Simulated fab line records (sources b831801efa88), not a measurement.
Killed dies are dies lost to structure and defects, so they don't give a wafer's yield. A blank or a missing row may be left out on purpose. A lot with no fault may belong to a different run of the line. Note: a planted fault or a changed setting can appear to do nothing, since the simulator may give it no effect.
Check of tool commonality + flow sfq line + 14 lots, 42 wafers sampled

THE REASON FOR OPENING IT
2 of 14 lots carry a flag on the reading M1_NB_RS at SFQ_M1_RS_MEAS_909. No-fault wafers: 0.890 ohm/sq, standard deviation 0.0082.
Rule: a lot is flagged when every wafer of it that has a number lies more than 4 standard deviations from that mean, or none has a number. The other lots count as sound.

| lot  | measured     | on            | M1_NB_RS (ohm/sq), wafer by wafer | flag    |
|------|--------------|---------------|-----------------------------------|---------|
| L207 | day 10 11:58 | film metro-03 | 0.877 0.877 0.876                 |         |
| L208 | day 11 00:55 | film metro-01 | 0.889 0.893 0.899                 |         |
| L209 | day 15 21:44 | film metro-02 | 0.885 0.892 0.889                 |         |
| L210 | day 16 17:37 | film metro-01 | 0.895 0.887 0.891                 |         |
| L211 | day 17 03:14 | film metro-01 | 0.884 0.884 0.884                 |         |
| L212 | day 17 14:20 | film metro-03 | 0.442 0.439 0.441                 | FLAGGED |
| L216 | day 19 06:24 | film metro-02 | 0.894 0.886 0.883                 |         |
| L217 | day 19 14:17 | film metro-03 | 0.444 0.446 0.445                 | FLAGGED |
| L222 | day 21 15:02 | film metro-02 | 0.901 0.898 0.902                 |         |
| L223 | day 21 17:29 | film metro-03 | 0.880 0.876 0.884                 |         |
| L224 | day 21 19:49 | film metro-01 | 0.874 0.879 0.882                 |         |
| L225 | day 21 21:02 | film metro-02 | 0.898 0.910 0.903                 |         |
| L228 | day 22 10:14 | film metro-02 | 0.891 0.882 0.888                 |         |
| L230 | day 22 14:01 | film metro-02 | 0.893 0.890 0.890                 |         |
Average over the flagged lots: 0.443 ohm/sq; offset from the usual -0.447 ohm/sq, equal to -55 standard deviations.

WHICH TOOL EACH LOT WENT THROUGH
The record keeps 1 process step preceding the reading, out of 325 steps on the route. Each cell gives the tool, then ch followed by the chambers the sampled wafers passed through, then the start.
| lot  | flag    | SFQ_TRILAYER_M1_DEP_SPUTTER_037 |
|------|---------|---------------------------------|
| L207 |         | pvd sputter-06, day 10 11:52    |
| L208 |         | pvd sputter-04, day 11 00:47    |
| L209 |         | pvd sputter-04, day 15 21:36    |
| L210 |         | pvd sputter-04, day 16 17:29    |
| L211 |         | pvd sputter-04, day 17 03:08    |
| L212 | FLAGGED | pvd sputter-06, day 17 13:56    |
| L216 |         | pvd sputter-03, day 19 06:19    |
| L217 | FLAGGED | pvd sputter-03, day 19 13:56    |
| L222 |         | pvd sputter-03, day 21 14:56    |
| L223 |         | pvd sputter-06, day 21 17:20    |
| L224 |         | pvd sputter-04, day 21 19:44    |
| L225 |         | pvd sputter-03, day 21 20:56    |
| L228 |         | pvd sputter-04, day 22 10:09    |
| L230 |         | pvd sputter-06, day 22 13:52    |
These steps, and what they do:
- SFQ_TRILAYER_M1_DEP_SPUTTER_037: material Nb, target thk 200 nm, time 133.3 s.
- SFQ_M1_RS_MEAS_909: measures by four-point-probe.

FLAGGED OVER TOTAL, TOOL BY TOOL (the gauges that took the reading come last)
| step                            | tool           | lots run | flagged | share of the flagged lots | sound lots run after its first flagged lot |
|---------------------------------|----------------|----------|---------|---------------------------|--------------------------------------------|
| SFQ_TRILAYER_M1_DEP_SPUTTER_037 | pvd sputter-03 | 4        | 1       | some                      | 2 (L222,L225)                              |
| SFQ_TRILAYER_M1_DEP_SPUTTER_037 | pvd sputter-04 | 6        | 0       | none                      | -                                          |
| SFQ_TRILAYER_M1_DEP_SPUTTER_037 | pvd sputter-06 | 4        | 1       | some                      | 2 (L223,L230)                              |
| SFQ_M1_RS_MEAS_909              | film metro-01  | 4        | 0       | none                      | -                                          |
| SFQ_M1_RS_MEAS_909              | film metro-02  | 6        | 0       | none                      | -                                          |
| SFQ_M1_RS_MEAS_909              | film metro-03  | 4        | 2       | all                       | 1 (L223)                                   |

WHAT IS ALLOWED BY THE TABLE
1 row of the table ran every flagged lot: film metro-03 at SFQ_M1_RS_MEAS_909.
- film metro-03 at SFQ_M1_RS_MEAS_909: 2 of its 4 lots flagged. After the first flagged lot (L223), sound lots still ran on it; a lasting fault on the whole tool would not permit that.
Every row of the table either missed a flagged lot or ran a sound lot after the first.

WHAT HAD BEEN PUT IN BY THE SIMULATOR
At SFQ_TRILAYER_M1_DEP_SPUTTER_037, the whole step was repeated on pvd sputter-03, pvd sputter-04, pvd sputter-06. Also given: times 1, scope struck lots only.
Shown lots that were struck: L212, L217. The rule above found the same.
